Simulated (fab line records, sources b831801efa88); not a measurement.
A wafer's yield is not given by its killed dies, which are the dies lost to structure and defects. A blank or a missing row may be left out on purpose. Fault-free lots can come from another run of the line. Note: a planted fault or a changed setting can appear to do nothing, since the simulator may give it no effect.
Chamber matching + flow sky130 + SKY_VIA3_CMP_02 on cmp-02 has 4 sister chambers
The step polishes SiO2. 7 wafers are shown with their chamber, then 7 later ones without.

EACH WAFER AND ITS CHAMBER
| wafer  | chamber | motor-current-A (A) | slurry-flow-ml-min |
|--------|---------|---------------------|--------------------|
| L793.3 | 1       | 12.6                | 150.1              |
| L795.6 | 0       | 9.2                 | 150.6              |
| L796.1 | 0       | 9.0                 | 150.3              |
| L796.3 | 2       | 13.7                | 150.1              |
| L796.5 | 3       | 12.9                | 150.4              |
| L811.1 | 3       | 12.4                | 150.7              |
| L811.2 | 2       | 13.2                | 150.8              |

WAFERS WITH NO CHAMBER GIVEN
| wafer  | motor-current-A (A) | slurry-flow-ml-min |
|--------|---------------------|--------------------|
| L811.6 | 13.3                | 149.8              |
| L812.1 | 12.5                | 149.4              |
| L812.3 | 12.2                | 149.8              |
| L812.5 | 9.5                 | 149.6              |
| L813.2 | 12.3                | 150.5              |
| L813.3 | 12.6                | 149.7              |
| L813.5 | 9.3                 | 149.9              |

WHICH CHAMBER EACH ONE RAN IN
| wafer  | from the rows above          | in truth |
|--------|------------------------------|----------|
| L811.6 | can't be placed: 2 or 1 or 3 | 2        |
| L812.1 | can't be placed: 1 or 3      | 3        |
| L812.3 | can't be placed: 1 or 3      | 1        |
| L812.5 | 0                            | 0        |
| L813.2 | can't be placed: 3 or 1      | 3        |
| L813.3 | can't be placed: 1 or 3      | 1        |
| L813.5 | 0                            | 0        |
Correctly placed: 2 of 7. Not placeable from these rows: 5 (in 5, the candidates include the true chamber). Placed wrongly: 0.
How it was worked out, from the rows above alone: a wafer's distance from a chamber is the root of the sum, over the readings, of the square of ((its reading less the chamber's mean) divided by the reading's scatter). If the next closest chamber is less than 2 further off than the closest, the wafer can't be placed; otherwise it belongs to the closest. A chamber's mean is the mean of its shown wafers. The scatter: the root of (the sum of the squares of (reading less its chamber's mean) over the shown wafers, divided by (wafers less chambers)).
